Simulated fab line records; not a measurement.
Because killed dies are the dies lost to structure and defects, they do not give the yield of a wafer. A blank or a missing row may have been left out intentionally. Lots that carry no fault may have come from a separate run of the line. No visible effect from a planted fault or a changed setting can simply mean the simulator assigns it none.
fab line records | flow gf180mcu
[record] lots = 5 wafers = 15 lastDay = 34
route steps=602 shown V3@455 M4@456 PASSIVATION@602
lots untouched by any fault: they come from a run of this same line in which no faults occurred
startH: start of the lot's first displayed wafer, in hours after the record's first day | waitH: hours elapsed since this lot's preceding step | " repeats the value in the row above | L1.1+2: one row covering several wafers at once | - no value, or no start given | * or withheld: withheld | < > ~ a bound
route shown NAME@n: names a module that has steps shown in the file, with the first one's number in the route | usual: mean and standard deviation over wafers with no fault | same: alike in all rows | chamber/n: place in a boat | sites: the reading at each site | _std_site: how widely they spread, as a standard deviation | _edge_site: the outer-site mean with the inner-site mean subtracted | radiusMm: for every site, how far away it sits from the centre of the wafer | mask NAME#n: copy n | behind: tool/chamber where the wafer was last shaped | hold: cause of the lot's hold/its duration in hours/its outcome | device: whichever transistor did not switch (one of n, p or np) | end of line: the route-end tests of the same wafers | step lacking rows: just its recipe | killed: not the wafer's yield, but the dies lost to structure and defects at the first sort | map: dies across one wafer; x = killed, . = not, _ = none there
set.NAME: setting as actually run; set.NAME@STEP: the setting as run at that earlier step | model.NAME: the simulator's own value behind a step, which no gauge read
lots seen at some steps along the route; tables by step, rows by wafer
services: when a tool's chamber went out of use (startH, in hours from the record's first day, below 0 if earlier), for how many hours, and the reason
[[steps]]
[step GF_V3_CMP_26]
[recipe] stopOn = SiO2 downForcePsi = 3.5 platenRpm = 60 tOverpolishS = 15 targetThkNm = 0 padVelocityMS = 0.94248
[usual] motorCurrentA = 11.6/1.1 overpolishRunS = 15.000/0.0093 timeToEndpointS = 89/4.9
// columns lot.wafer tool chamber startH waitH motorCurrentA overpolishRunS timeToEndpointS
L191.1 cmp-01 0 522.54 0.1 12.3 15.007 79
L191.4 " 1 " " 11.5 14.995 84
L191.5 " 3 " " 13.2 15.004 94
L197.4 cmp-02 1 579.53 0.1 9.7 15.017 86
L197.6 " 3 " " 12.6 14.995 92
L197.5 " 0 " " 12.6 14.997 86
L206.1 cmp-01 1 640.37 0.1 11.2 15.010 85
L206.2 " 0 " " 11.7 14.994 82
L206.5 " 1 " " 11.2 14.992 85
L207.3 cmp-01 3 650.49 0.1 12.3 15.009 95
L207.1 " 1 " " 11.3 14.975 88
L207.5 " 2 " " 9.3 15.016 91
L212.1 cmp-02 1 680.79 0.1 9.8 14.995 88
L212.2 " 3 " " 12.9 15.003 92
L212.4 " 0 " " 11.9 14.981 86
[step GF_M4_SPUTTER_00]
[recipe] material = Ti targetThkNm = 37.5 arrivingIonEnergyEv = 80 substrateTempC = 200 chamberPressurePa = 2 powerW = 4000 timeS = 150
[usual] throttleValvePct = 29.9/1
// columns lot.wafer tool chamber startH waitH throttleValvePct
L191.1 pvdSputter-01 - 522.79 0.2 31.4
L191.4 " - " " 30.6
L191.5 " - " " 30.0
L197.4 pvdSputter-02 - 579.73 0.1 30.5
L197.5 " - " " 30.3
L197.6 " - " " 29.2
L206.1 pvdSputter-03 - 640.67 0.2 31.1
L206.2 " - " " 30.3
L206.5 " - " " 31.0
L207.1 pvdSputter-03 - 650.74 0.1 27.5
L207.3 " - " " 29.4
L207.5 " - " " 30.3
L212.1 pvdSputter-02 - 681.09 0.2 29.9
L212.2 " - " " 28.7
L212.4 " - " " 30.2
[step GF_M4_SPUTTER_01]
[recipe] material = TiN targetThkNm = 30 powerW = 6500 timeS = 25 chamberPressurePa = 0.4
[usual] throttleValvePct = 29.9/1
// columns lot.wafer tool chamber startH waitH throttleValvePct
L191.1 pvdSputter-01 - 522.89 0.1 31.5
L191.4 " - " " 30.4
L191.5 " - " " 29.7
L197.4 pvdSputter-02 - 579.83 0.1 30.4
L197.5 " - " " 30.1
L197.6 " - " " 29.2
L206.1 pvdSputter-03 - 640.77 0.1 31.3
L206.2 " - " " 30.4
L206.5 " - " " 31.1
L207.1 pvdSputter-03 - 650.84 0.1 27.8
L207.3 " - " " 29.2
L207.5 " - " " 30.4
L212.1 pvdSputter-02 - 681.19 0.1 30.3
L212.2 " - " " 29.3
L212.4 " - " " 29.9
[step GF_M4_SPUTTER_02]
[recipe] material = AlCu targetThkNm = 450 powerW = 10600 timeS = 23.9 chamberPressurePa = 0.4
[step GF_M4_SPUTTER_03]
[recipe] material = Ti targetThkNm = 10 substrateTempC = 300 chamberPressurePa = 0.3 powerW = 3000 timeS = 6.7
[usual] throttleValvePct = 29.9/1
// columns lot.wafer tool chamber startH waitH throttleValvePct
L191.1 pvdSputter-01 - 522.95 0.0 31.7
L191.4 " - " " 30.3
L191.5 " - " " 29.8
L197.4 pvdSputter-02 - 579.89 0.0 30.6
L197.5 " - " " 30.2
L197.6 " - " " 28.7
L206.1 pvdSputter-03 - 640.83 0.0 31.1
L206.2 " - " " 30.5
L206.5 " - " " 31.1
L207.1 pvdSputter-03 - 650.90 0.0 27.4
L207.3 " - " " 29.7
L207.5 " - " " 30.2
L212.1 pvdSputter-02 - 681.25 0.0 30.1
L212.2 " - " " 29.0
L212.4 " - " " 30.1
[step GF_M4_SPUTTER_04]
[recipe] material = TiN targetThkNm = 50 powerW = 6500 timeS = 41.7 chamberPressurePa = 0.4
[step GF_M4_RS_MEAS_05]
[recipe] thkMeasGauge = four-point-probe reads = TiN_of_M4_SPUTTER_04+Ti_of_M4_SPUTTER_03+AlCu_of_M4_SPUTTER_02+TiN_of_M4_SPUTTER_01+Ti_of_M4_SPUTTER_00
[usual] M4_ALCU_RS = 0.0696/0.00091
// columns lot.wafer tool chamber startH waitH M4_ALCU_RS[ohm/sq]
L191.1 filmMetro-01 - 523.01 0.0 0.0699
L191.4 " - " " 0.0689
L191.5 " - " " 0.0696
L197.4 filmMetro-02 - 580.01 0.1 0.0700
L197.5 " - " " 0.0686
L197.6 " - " " 0.0695
L206.1 filmMetro-01 - 640.89 0.0 0.0698
L206.2 " - " " 0.0705
L206.5 " - " " 0.0687
L207.1 filmMetro-03 - 650.96 0.0 0.0701
L207.3 " - " " 0.0697
L207.5 " - " " 0.0708
L212.1 filmMetro-01 - 681.31 0.0 0.0689
L212.2 " - " " 0.0693
L212.4 " - " " 0.0685
[step GF_M4_THK_MEAS_06]
[recipe] thkMeasGauge = xrf reads = AlCu_of_M4_SPUTTER_02
[usual] M4_ALCU_THK = 450/5.7
// columns lot.wafer tool chamber startH waitH M4_ALCU_THK[nm]
L191.1 filmMetro-01 - 523.13 0.1 445
L191.4 " - " " 454
L191.5 " - " " 448
L197.4 filmMetro-02 - 580.10 0.1 451
L197.5 " - " " 459
L197.6 " - " " 453
L206.1 filmMetro-01 - 641.01 0.1 446
L206.2 " - " " 443
L206.5 " - " " 453
L207.1 filmMetro-03 - 651.08 0.1 445
L207.3 " - " " 449
L207.5 " - " " 442
L212.1 filmMetro-01 - 681.43 0.1 457
L212.2 " - " " 449
L212.4 " - " " 458
[step GF_M4_DEHYDRATE_07]
[recipe] tempC = 200 timeS = 60
[step GF_M4_HMDS_08]
[recipe] primeTimeS = 60 primeTempC = 120
[step GF_M4_COAT_09]
[recipe] resist = KrF spinRpm = withheld resistThkNm = 1000
[step GF_M4_SOFTBAKE_10]
[recipe] tempC = 130 timeS = 60 resist = KrF
[step GF_M4_EXPOSE_11]
[recipe] maskId = Metal4 targetCdNm = 280 na = 0.68 sourceShape = conventional sigmaOuter = 0.6 doseMj = 28
[usual] exposureDoseMJCm2 = 28.001/0.026 focusOffsetNm = 0.1/0.53
// columns lot.wafer tool chamber startH waitH mask exposureDoseMJCm2 focusOffsetNm
L191.1 krfScanner-02 0 534.55 - Metal4#0 27.951 -0.3
L191.4 " 0 " " Metal4#0 27.959 -0.3
L191.5 " 0 " " Metal4#0 27.916 0.2
L197.4 krfScanner-01 0 590.89 - Metal4#0 28.016 0.2
L197.5 " 0 " " Metal4#0 27.994 -0.3
L197.6 " 0 " " Metal4#0 27.996 0.1
L206.1 krfScanner-02 0 651.15 - Metal4#0 28.002 0.0
L206.2 " 0 " " Metal4#0 28.044 0.5
L206.5 " 0 " " Metal4#0 27.996 0.5
L207.1 krfScanner-02 0 660.13 - Metal4#0 28.017 -0.6
L207.3 " 0 " " Metal4#0 28.012 0.2
L207.5 " 0 " " Metal4#0 27.965 0.5
L212.1 krfScanner-01 0 690.93 - Metal4#0 28.024 -0.4
L212.2 " 0 " " Metal4#0 28.043 -0.5
L212.4 " 0 " " Metal4#0 27.975 0.2
[step GF_M4_PEB_12]
[recipe] pebTempC = 135 pebTimeS = 90 resist = KrF
[step GF_M4_DEVELOP_13]
[recipe] developTimeS = 60 devTempC = 21
[step GF_M4_CD_MEAS_14]
[recipe] targetCdNm = 280
[usual] cdNm = 280.1/1
// columns lot.wafer tool chamber startH waitH cdNm
L191.1 cdSem-02 - 545.68 0.1 277.9
L191.4 " - " " 278.2
L191.5 " - " " 278.4
L197.4 cdSem-01 - 601.18 0.1 278.7
L197.5 " - " " 278.9
L197.6 " - " " 278.7
L206.1 cdSem-02 - 660.48 0.1 279.9
L206.2 " - " " 278.8
L206.5 " - " " 279.1
L207.1 cdSem-01 - 669.48 0.1 254.4
L207.3 " - " " 260.3
L207.5 " - " " 250.1
L212.1 cdSem-02 - 700.12 0.1 278.1
L212.2 " - " " 281.1
L212.4 " - " " 279.5
[step GF_M4_OVL_MEAS_15]
[usual] M4_OVL = 1/6.4
// columns lot.wafer tool chamber startH waitH M4_OVL[nm]
L191.1 overlay-02 - 545.80 0.1 3
L191.4 " - " " 6
L191.5 " - " " 2
L197.4 overlay-01 - 601.26 0.1 5
L197.5 " - " " 3
L197.6 " - " " -1
L206.1 overlay-01 - 660.60 0.1 11
L206.2 " - " " 3
L206.5 " - " " 5
L207.1 overlay-01 - 669.60 0.1 12
L207.3 " - " " 10
L207.5 " - " " 11
L212.1 overlay-02 - 700.24 0.1 6
L212.2 " - " " 1
L212.4 " - " " 5
[step GF_M4_METAL_ETCH_16]
[recipe] chemistry = Cl2/BCl3 maskMaterial = KrF targetDepthNm = 627.5 stopOn = SiO2 pressureMtorr = 8 icpW = 800 biasW = 140 Cl2_flow_sccm = 80 bcl3FlowSccm = 40 timeS = 104.6
[usual] drypumpMotorCurrentA = 5.90/0.29 heBacksideLeakSccm = 3.3/0.35 oesProductAu = 0.972/0.0066 throttleValvePct = 28.250/0.01
// columns lot.wafer tool chamber startH waitH drypumpMotorCurrentA heBacksideLeakSccm oesProductAu rfHoursCounterH throttleValvePct model.M4.cdNm
L191.1 rieMetal-04 1 545.83 0.0 6.41 3.3 0.962 5 28.249 276.5
L191.4 " 0 " " 6.18 3.3 0.988 - 28.236 280.5
L191.5 " 1 " " 6.40 3.3 0.978 - 28.256 279.6
L197.4 rieMetal-01 0 601.32 0.0 5.91 3.6 0.973 - 28.255 282.9
L197.5 " 1 " " 5.55 3.2 0.986 - 28.246 280
L197.6 " 0 " " 5.91 3.4 0.971 - 28.254 283.3
L206.1 rieMetal-01 0 660.64 0.0 5.93 3.5 0.969 6 28.247 283
L206.2 " 0 " " 5.93 3.5 0.962 - 28.264 285.8
L206.5 " 0 " " 5.92 6.6 0.961 - 28.250 282.4
L207.1 rieMetal-01 1 669.64 0.0 5.51 3.2 0.971 0 28.244 250.7
L207.3 " 0 " " 5.91 3.4 0.971 - 28.243 262.3
L207.5 " 1 " " 5.56 3.2 0.969 - 28.260 241.7
L212.1 rieMetal-03 0 700.28 0.0 5.72 3.2 0.977 12 28.244 271.2
L212.2 " 1 " " 5.73 3.3 0.959 10 28.260 285.1
L212.4 " 0 " " 5.72 3.3 0.973 - 28.243 272.1
[step GF_M4_STRIP_17]
[recipe] chemistry = O2/N2 powerW = 1400 pressureMtorr = 1500 platenTempC = 250 o2FlowSccm = 3000 n2FlowSccm = 300 overashFraction = 0.5
[usual] drypumpMotorCurrentA = 5.8/0.46 heaterPowerW = 328/24 oesProductAu = 0.557/0.0048 stripTimeToEndpointS = 7.87/0.051
// columns lot.wafer tool chamber startH waitH drypumpMotorCurrentA heaterPowerW oesProductAu rfHoursCounterH stripTimeToEndpointS
L191.1 plasmaAsher-01 0 545.94 0.1 5.8 302 0.557 44 7.88
L191.4 " 1 " " 6.0 347 0.568 - 7.80
L191.5 " 1 " " 6.0 346 0.555 - 7.85
L197.4 plasmaAsher-03 1 601.42 0.1 5.4 361 0.560 - 7.85
L197.5 " 1 " " 5.4 359 0.547 - 7.79
L197.6 " 0 " " 6.6 301 0.559 - 7.88
L206.1 plasmaAsher-01 0 660.86 0.2 5.8 302 0.555 54 7.90
L206.2 " 1 " " 6.0 339 0.562 54 7.93
L206.5 " 1 " " 6.0 348 0.558 - 7.92
L207.1 plasmaAsher-03 1 669.75 0.1 5.3 363 0.558 108 7.92
L207.3 " 0 " " 6.6 315 0.554 - 7.93
L207.5 " 1 " " 5.3 362 0.557 - 7.90
L212.1 plasmaAsher-03 0 700.39 0.1 6.5 318 0.559 111 7.88
L212.2 " 1 " " 5.4 359 0.566 111 7.89
L212.4 " 0 " " 6.6 307 0.556 - 7.88
[step GF_PASSIVATION_PROBE_99]
// columns lot.wafer tool chamber startH waitH model.etest.met4.widthNm model.etest.met4.lineOhmUm
L191.1 prober-01 - 679.59 0.1 277 0.2603
L191.4 prober-01 - 679.74 0.2 279.9 0.2542
L191.5 prober-01 - 679.79 0.2 281.7 0.2561
L197.4 prober-01 - 727.22 0.2 279.1 0.2608
L197.5 prober-01 - 727.27 0.2 278 0.2548
L197.6 prober-01 - 727.32 0.2 281 0.2535
L206.1 prober-02 - 776.34 0.1 286.6 0.2539
L206.2 prober-02 - 776.39 0.1 283.1 0.2562
L206.5 prober-02 - 776.54 0.2 280.3 0.253
L207.1 prober-01 - 782.77 0.1 250.3 0.2874
L207.3 prober-01 - 782.87 0.2 263.1 0.2736
L207.5 prober-01 - 782.97 0.2 242.9 0.2995
L212.1 prober-02 - 809.03 0.1 270.8 0.2609
L212.2 prober-02 - 809.08 0.1 282.6 0.257
L212.4 prober-02 - 809.18 0.2 270.2 0.2606
// killed by level:class
L191.1 STI:geometricParticle:short=6 V1:geometricParticle:open=6 V3:geometricParticle:open=6 V4:geometricParticle:open=6 CONTACT:geometricParticle:open=4 V3:geometricParticle:short=4 V5:geometricParticle:open=3 STI:geometricParticle:open=2
L191.4 V1:geometricParticle:open=6 CONTACT:geometricParticle:open=3 CONTACT:geometricParticle:short=3 V3:geometricParticle:open=3 M4:geometricParticle:short=3 STI:geometricParticle:open=2 STI:geometricParticle:short=2 SAB:geometricParticle:short=2
L191.5 V5:geometricParticle:open=7 V2:geometricParticle:open=5 CONTACT:geometricParticle:short=4 V1:geometricParticle:open=4 V3:geometricParticle:open=4 STI:geometricParticle:open=3 POLY_GATE:geometricParticle:short=3 M2:geometricParticle:short=3
L197.4 V2:geometricParticle:open=4 V5:geometricParticle:open=4 STI:geometricParticle:open=3 CONTACT:geometricParticle:open=3 M1:geometricParticle:short=3 V1:geometricParticle:short=3 POLY_GATE:geometricParticle:short=2 M1:geometricParticle:open=2
L197.5 CONTACT:geometricParticle:open=6 V3:geometricParticle:open=6 V4:geometricParticle:open=6 V5:geometricParticle:short=5 V2:geometricParticle:open=4 CONTACT:geometricParticle:short=3 V1:geometricParticle:open=2 M2:geometricParticle:short=2
L197.6 CONTACT:geometricParticle:open=8 V4:geometricParticle:short=5 CONTACT:geometricParticle:short=4 V1:geometricParticle:open=4 V5:geometricParticle:open=4 STI:geometricParticle:short=3 POLY_GATE:geometricParticle:open=3 V2:geometricParticle:open=3
L206.1 STI:geometricParticle:open=5 V1:geometricParticle:open=5 V4:geometricParticle:open=5 M1:geometricParticle:short=4 V4:geometricParticle:short=4 STI:geometricParticle:short=3 CONTACT:geometricParticle:open=3 V1:geometricParticle:short=3
L206.2 V5:geometricParticle:open=7 V2:geometricParticle:open=5 STI:geometricParticle:open=4 V1:geometricParticle:open=4 V2:geometricParticle:short=4 STI:geometricParticle:short=3 CONTACT:geometricParticle:open=3 M1:geometricParticle:short=3
L206.5 V2:geometricParticle:open=7 CONTACT:geometricParticle:open=4 V4:geometricParticle:short=4 POLY_GATE:geometricParticle:short=3 M4:geometricParticle:short=3 V5:geometricParticle:short=3 STI:geometricParticle:short=2 CONTACT:geometricParticle:short=2
L212.1 CONTACT:geometricParticle:open=6 CONTACT:geometricParticle:short=3 V2:geometricParticle:open=3 V2:geometricParticle:short=3 V3:geometricParticle:open=3 V4:geometricParticle:open=3 STI:geometricParticle:short=2 POLY_GATE:geometricParticle:open=2
L212.2 V1:geometricParticle:open=6 V4:geometricParticle:open=5 V3:geometricParticle:open=4 STI:geometricParticle:short=3 M1:geometricParticle:short=3 V5:geometricParticle:open=3 V4:geometricParticle:short=3 STI:geometricParticle:open=1
L212.4 V2:geometricParticle:open=7 CONTACT:geometricParticle:open=6 V1:geometricParticle:open=6 V3:geometricParticle:open=6 CONTACT:geometricParticle:short=3 M3:geometricParticle:short=3 V5:geometricParticle:short=3 V5:geometricParticle:open=3
[[services]]
// columns tool chamber startH hours kind
pvdSputter-03 - 508.37 3.8 repair
cmp-02 - 547.63 4.4 pm
cmp-02 - 552.87 0.3 repair
krfScanner-01 - 569.98 0.7 repair
cmp-01 - 572.00 4.0 pm
krfScanner-01 - 575.49 3.6 pm
rieMetal-04 0 579.78 4.8 repair
krfScanner-02 - 593.50 1.0 pm
krfScanner-02 - 595.93 1.3 pm
krfScanner-02 - 599.49 0.7 repair
krfScanner-01 - 600.90 1.0 pm
plasmaAsher-01 - 603.34 15.6 pm
cmp-02 - 610.37 0.2 repair
plasmaAsher-03 - 610.44 0.4 repair
krfScanner-01 - 624.89 1.3 pm
krfScanner-02 - 627.38 12.8 repair
pvdSputter-01 - 639.09 2.1 repair
krfScanner-01 - 640.19 0.8 pm
krfScanner-02 - 653.68 0.8 pm
cmp-01 - 677.16 2.2 repair
cmp-01 - 691.63 4.7 pm
pvdSputter-01 - 694.86 0.5 repair
cmp-01 - 697.78 7.3 pm
krfScanner-01 - 700.13 1.0 repair
[[key]]
[firstSign] step = GF_M4_CD_MEAS_14 reading = cdNm direction = down sigmas = 24 usual = 280.1 struck = 255.0
effect none on later readings
[modelEffect] step = GF_M4_METAL_ETCH_16 value = M4.cdNm without = 277.1 struck = 251.6
[modelEffect] step = GF_PASSIVATION_PROBE_99 value = etest.met4.widthNm without = 277.6 struck = 252.1
metAt GF_M4_EXPOSE_11
struckWafers L207.1,L207.3,L207.5
sortLeftOut L207.1,L207.3,L207.5
onsetBetween 651.15 660.13
alsoFits GF_V3_CMP_26:cmp-01,GF_M4_SPUTTER_00:pvdSputter-03,GF_M4_SPUTTER_01:pvdSputter-03,GF_M4_SPUTTER_03:pvdSputter-03
[fault] kind = processParameterDrift tool = krfScanner-02 chamber = - onsetH = 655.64 steps = GF_M4_EXPOSE_11 channel = focusNm offset = 350.36 spreadByWafer = 0.3 shape = step
// sortLeftOut: the simulated sort isn't trusted on such a fault, so these wafers' sort isn't shown, and their yield isn't known
